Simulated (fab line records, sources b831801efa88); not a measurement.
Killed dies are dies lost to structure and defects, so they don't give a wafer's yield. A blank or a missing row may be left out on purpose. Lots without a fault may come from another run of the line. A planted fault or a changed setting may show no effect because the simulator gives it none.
Tool commonality check | flow sky130 | 13 lots, 45 wafers sampled

WHY IT WAS OPENED
At SKY_VT_ADJUST_NCORE_TW_MEAS_11 the reading VT_ADJUST_NCORE_TW is flagged on 2 of 13 lots. Wafers without a fault read 218.6, standard deviation 1.6.
Rule: a lot is flagged when every wafer of it that has a number lies more than 4 standard deviations from that mean, or none has a number. The other lots count as sound.

lot  | measured     | on            | VT_ADJUST_NCORE_TW, wafer by wafer  | flag
L947 | day 9 00:25  | film_metro-02 | 220.7 220.0 219.8                   |
L949 | day 9 10:16  | film_metro-02 | 220.3 220.5 220.2                   |
L951 | day 10 07:10 | film_metro-03 | 216.9 217.1 216.7                   |
L952 | day 10 08:43 | film_metro-03 | 217.0 217.3 216.7                   |
L953 | day 10 17:28 | film_metro-02 | 220.4 220.5 220.0                   |
L954 | day 11 00:40 | film_metro-01 | 217.3 217.4 217.7                   |
L957 | day 11 14:05 | film_metro-01 | 215.8 216.7 217.0                   |
L958 | day 12 08:07 | film_metro-01 | 218.3 217.5 218.5                   |
L960 | day 12 20:19 | film_metro-02 | 203.5 203.3 203.3 203.9 204.4 203.7 | FLAGGED
L961 | day 13 02:07 | film_metro-01 | 218.7 217.8 218.9                   |
L962 | day 13 11:46 | film_metro-02 | 220.7 218.9 221.1                   |
L963 | day 13 14:52 | film_metro-01 | 202.7 202.3 201.1 200.7 202.6 201.2 | FLAGGED
L965 | day 14 12:05 | film_metro-01 | 216.1 216.9 216.6                   |
The numbers of the flagged lots are 202.7 on average: -15.9 against the usual, or -10 standard deviations.

WHICH TOOL RAN EACH LOT
The record holds 1 process step before the reading, out of a route of 708 steps. In each cell: the tool, then ch and the chambers that the sampled wafers went through, then the start.
lot  | flag    | SKY_VT_ADJUST_NCORE_IMPLANT_09
L947 |         | implanter-04 ch 0, day 9 00:10
L949 |         | implanter-02 ch 0, day 9 10:01
L951 |         | implanter-04 ch 0, day 10 06:55
L952 |         | implanter-02 ch 0, day 10 08:29
L953 |         | implanter-02 ch 0, day 10 17:13
L954 |         | implanter-02 ch 0, day 11 00:26
L957 |         | implanter-04 ch 0, day 11 13:52
L958 |         | implanter-02 ch 0, day 12 07:52
L960 | FLAGGED | implanter-02 ch 0, day 12 20:04
L961 |         | implanter-04 ch 0, day 13 01:52
L962 |         | implanter-04 ch 0, day 13 11:32
L963 | FLAGGED | implanter-02 ch 0, day 13 14:38
L965 |         | implanter-04 ch 0, day 14 11:52
What these steps do:
- SKY_VT_ADJUST_NCORE_IMPLANT_09
- SKY_VT_ADJUST_NCORE_TW_MEAS_11

FLAGGED OVER TOTAL, TOOL BY TOOL (the gauges that took the reading come last)
step                           | tool          | lots run | flagged | share of the flagged lots | sound lots run after its first flagged lot
SKY_VT_ADJUST_NCORE_IMPLANT_09 | implanter-02  | 7        | 2       | all                       | 0
SKY_VT_ADJUST_NCORE_IMPLANT_09 | implanter-04  | 6        | 0       | none                      | -
SKY_VT_ADJUST_NCORE_TW_MEAS_11 | film_metro-01 | 6        | 1       | some                      | 1 (L965)
SKY_VT_ADJUST_NCORE_TW_MEAS_11 | film_metro-02 | 5        | 1       | some                      | 1 (L962)
SKY_VT_ADJUST_NCORE_TW_MEAS_11 | film_metro-03 | 2        | 0       | none                      | -

WHAT THE TABLE ALLOWS
1 row of the table ran every flagged lot: implanter-02 at SKY_VT_ADJUST_NCORE_IMPLANT_09.
- implanter-02 at SKY_VT_ADJUST_NCORE_IMPLANT_09: 2 of its 7 lots flagged. Its last sound lot is L958 (day 12 07:52), its first flagged lot L960 (day 12 20:04): a fault that began between those two fits. Its own readings lie more than 4 standard deviations out on every wafer of the flagged lots: beam_energy_keV.
One tool is left: implanter-02 at SKY_VT_ADJUST_NCORE_IMPLANT_09.

WHAT THE SIMULATOR HAD PUT IN
Process parameter drift: implanter-02, from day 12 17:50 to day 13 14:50, at SKY_VT_ADJUST_NCORE_IMPLANT_09. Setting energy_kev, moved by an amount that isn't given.
Lots struck among those shown: L960, L963. The rule above found the same.
